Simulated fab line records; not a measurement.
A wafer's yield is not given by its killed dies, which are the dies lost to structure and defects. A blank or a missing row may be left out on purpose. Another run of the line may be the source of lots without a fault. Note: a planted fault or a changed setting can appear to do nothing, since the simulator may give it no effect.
Which tool did it? / flow gf180mcu / Sampling: 12 lots, 36 wafers, 4 of 602 route steps

WHAT THE GAUGES SHOWED, per wafer
GF_NSD_CD_MEAS_07 targets a cd of 400 nm.
lot=L984; measured=day 13 13:07; on=cd_sem-01; cd_nm (nm)=400.0 402.2 401.0
lot=L985; measured=day 14 01:03; on=cd_sem-02; cd_nm (nm)=402.3 400.2 401.9
lot=L986; measured=day 14 13:39; on=cd_sem-01; cd_nm (nm)=404.4 404.0 400.7
lot=L990; measured=day 15 16:02; on=cd_sem-02; cd_nm (nm)=386.8 389.3 389.1
lot=L995; measured=day 17 05:48; on=cd_sem-02; cd_nm (nm)=387.4 386.8 392.4
lot=L997; measured=day 17 19:02; on=cd_sem-02; cd_nm (nm)=396.8 398.3 398.4
lot=L100; measured=day 19 01:40; on=cd_sem-02; cd_nm (nm)=398.4 399.6 398.3
lot=L101; measured=day 19 07:54; on=cd_sem-01; cd_nm (nm)=400.0 396.9 397.4
lot=L102; measured=day 19 11:27; on=cd_sem-01; cd_nm (nm)=398.7 397.7 398.2
lot=L103; measured=day 19 23:22; on=cd_sem-02; cd_nm (nm)=400.1 399.4 399.1
lot=L105; measured=day 20 08:49; on=cd_sem-02; cd_nm (nm)=400.9 400.0 400.2
lot=L107; measured=day 20 17:23; on=cd_sem-02; cd_nm (nm)=400.1 400.1 397.7

GF_V1_CD_MEAS_14 targets a cd of 260 nm.
lot=L984; measured=day 18 09:38; on=cd_sem-02; cd_nm (nm)=259.8 259.2 260.1
lot=L985; measured=day 18 23:18; on=cd_sem-02; cd_nm (nm)=261.9 260.9 261.2
lot=L986; measured=day 19 11:39; on=cd_sem-02; cd_nm (nm)=259.2 259.0 260.0
lot=L990; measured=day 20 18:16; on=cd_sem-02; cd_nm (nm)=259.3 259.5 260.2
lot=L995; measured=day 22 10:03; on=cd_sem-01; cd_nm (nm)=260.6 261.1 261.1
lot=L997; measured=day 23 00:08; on=cd_sem-01; cd_nm (nm)=260.3 260.5 259.9
lot=L100; measured=day 24 05:16; on=cd_sem-02; cd_nm (nm)=261.3 261.1 260.6
lot=L101; measured=day 24 10:50; on=cd_sem-01; cd_nm (nm)=260.7 259.0 260.0
lot=L102; measured=day 24 12:21; on=cd_sem-01; cd_nm (nm)=259.9 261.2 259.1
lot=L103; measured=day 25 00:49; on=cd_sem-02; cd_nm (nm)=258.5 258.2 257.6
lot=L105; measured=day 25 08:17; on=cd_sem-01; cd_nm (nm)=260.1 261.4 260.3
lot=L107; measured=day 25 14:35; on=cd_sem-02; cd_nm (nm)=257.9 257.6 259.2

TOOL THAT RAN EACH LOT (tool first, then ch and the chambers of the sampled wafers, then the start)
lot=L984; GF_NSD_EXPOSE_04=iline_stepper-02 ch 0, day 13 03:15; GF_M1_SPUTTER_01=pvd_sputter-02, day 16 09:17
lot=L985; GF_NSD_EXPOSE_04=iline_stepper-01 ch 0, day 13 15:20; GF_M1_SPUTTER_01=pvd_sputter-04, day 16 23:23
lot=L986; GF_NSD_EXPOSE_04=iline_stepper-02 ch 0, day 14 03:22; GF_M1_SPUTTER_01=pvd_sputter-01, day 17 11:56
lot=L990; GF_NSD_EXPOSE_04=iline_stepper-02 ch 0, day 15 05:37; GF_M1_SPUTTER_01=pvd_sputter-01, day 18 17:04
lot=L995; GF_NSD_EXPOSE_04=iline_stepper-02 ch 0, day 16 18:41; GF_M1_SPUTTER_01=pvd_sputter-02, day 20 09:34
lot=L997; GF_NSD_EXPOSE_04=iline_stepper-01 ch 0, day 17 07:46; GF_M1_SPUTTER_01=pvd_sputter-02, day 20 23:08
lot=L100; GF_NSD_EXPOSE_04=iline_stepper-01 ch 0, day 18 13:23; GF_M1_SPUTTER_01=pvd_sputter-02, day 22 05:29
lot=L101; GF_NSD_EXPOSE_04=iline_stepper-01 ch 0, day 18 20:05; GF_M1_SPUTTER_01=pvd_sputter-02, day 22 11:04
lot=L102; GF_NSD_EXPOSE_04=iline_stepper-01 ch 0, day 18 23:33; GF_M1_SPUTTER_01=pvd_sputter-04, day 22 14:38
lot=L103; GF_NSD_EXPOSE_04=iline_stepper-01 ch 0, day 19 11:11; GF_M1_SPUTTER_01=pvd_sputter-04, day 23 03:08
lot=L105; GF_NSD_EXPOSE_04=iline_stepper-01 ch 0, day 19 21:12; GF_M1_SPUTTER_01=pvd_sputter-02, day 23 10:44
lot=L107; GF_NSD_EXPOSE_04=iline_stepper-01 ch 0, day 20 05:34; GF_M1_SPUTTER_01=pvd_sputter-04, day 23 17:44
- GF_NSD_EXPOSE_04: exposes mask Nplus, target cd 400 nm.
- GF_M1_SPUTTER_01: material TiN, target thk 30 nm, time 25 s.

WHAT THE TOOLS THEMSELVES READ (means of the sampled wafers that have a number; where no wafer has one, the mark that the record gives instead)
GF_NSD_EXPOSE_04.
lot=L984; tool=iline_stepper-02; exposure_dose_mJ_cm2=139.85; stage_vel_mm_s (mm/s)=500.31
lot=L985; tool=iline_stepper-01; exposure_dose_mJ_cm2=139.98; stage_vel_mm_s (mm/s)=499.78
lot=L986; tool=iline_stepper-02; exposure_dose_mJ_cm2=140.12; stage_vel_mm_s (mm/s)=499.92
lot=L990; tool=iline_stepper-02; exposure_dose_mJ_cm2=134.09; stage_vel_mm_s (mm/s)=500.05
lot=L995; tool=iline_stepper-02; exposure_dose_mJ_cm2=135.20; stage_vel_mm_s (mm/s)=500.22
lot=L997; tool=iline_stepper-01; exposure_dose_mJ_cm2=140.07; stage_vel_mm_s (mm/s)=499.90
lot=L100; tool=iline_stepper-01; exposure_dose_mJ_cm2=139.94; stage_vel_mm_s (mm/s)=499.87
lot=L101; tool=iline_stepper-01; exposure_dose_mJ_cm2=139.99; stage_vel_mm_s (mm/s)=500.06
lot=L102; tool=iline_stepper-01; exposure_dose_mJ_cm2=140.14; stage_vel_mm_s (mm/s)=499.63
lot=L103; tool=iline_stepper-01; exposure_dose_mJ_cm2=139.85; stage_vel_mm_s (mm/s)=499.72
lot=L105; tool=iline_stepper-01; exposure_dose_mJ_cm2=140.10; stage_vel_mm_s (mm/s)=499.92
lot=L107; tool=iline_stepper-01; exposure_dose_mJ_cm2=140.09; stage_vel_mm_s (mm/s)=500.15

GF_M1_SPUTTER_01.
lot=L984; tool=pvd_sputter-02; throttle_valve_pct (%)=31.8
lot=L985; tool=pvd_sputter-04; throttle_valve_pct (%)=29.1
lot=L986; tool=pvd_sputter-01; throttle_valve_pct (%)=30.1
lot=L990; tool=pvd_sputter-01; throttle_valve_pct (%)=30.6
lot=L995; tool=pvd_sputter-02; throttle_valve_pct (%)=31.0
lot=L997; tool=pvd_sputter-02; throttle_valve_pct (%)=31.7
lot=L100; tool=pvd_sputter-02; throttle_valve_pct (%)=30.8
lot=L101; tool=pvd_sputter-02; throttle_valve_pct (%)=31.1
lot=L102; tool=pvd_sputter-04; throttle_valve_pct (%)=28.4
lot=L103; tool=pvd_sputter-04; throttle_valve_pct (%)=28.4
lot=L105; tool=pvd_sputter-02; throttle_valve_pct (%)=31.5
lot=L107; tool=pvd_sputter-04; throttle_valve_pct (%)=29.0

THE ANSWER, worked out from the rows above alone
Rule: the usual values come from the lots themselves. Put in order of their means at a reading, lots are off if they are a third of the lots or fewer, leave a main group of 4 or more, and stand apart from it by a gap of 3 or more times the standard deviation of the main group's means; of several such gaps the widest counts. A main group is skipped when, at the precision printed for the reading in the tables above, its means are all equal. Also off: a lot with no number at a reading for which 4 or more lots have one. Where the step has rows for the other lots, those lots are counted as sound. After the gauges, taken in route order, come the tools' own readings; for these a lot's mean is taken, as printed above. At the first step where some lot is off, the reading lying furthest off is the one used; lots without a number count as furthest.
Off, at GF_NSD_CD_MEAS_07 on cd_nm: L990, L995. The main group: mean 399.8 nm, standard deviation 1.6.
A tool fits if, at a process step before that reading, it ran every lot that is off, and no sound lot after the first of them. The gauges at GF_NSD_CD_MEAS_07 aren't tried: what is off there is off at GF_NSD_EXPOSE_04 too, on other tools, and a gauge's error can't cause that. One candidate fits, namely iline_stepper-02 at GF_NSD_EXPOSE_04. Its last sound lot is L986 (day 14 03:22), its first lot that is off L990 (day 15 05:37): a fault that began between those two fits.
The tool's own readings at GF_NSD_EXPOSE_04 bear it out: on the lots that are off they differ by more than 5 times the standard deviation of the sound lots' means. exposure_dose_mJ_cm2 reads 134.64 there against 140.01 on the sound lots.

WHAT HAD BEEN PUT IN BY THE SIMULATOR
Drift in process parameters on iline_stepper-02 at GF_NSD_EXPOSE_04, starting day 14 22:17. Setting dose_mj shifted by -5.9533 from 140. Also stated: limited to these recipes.
Struck lots among those shown: L990, L995. The rule above found the same.
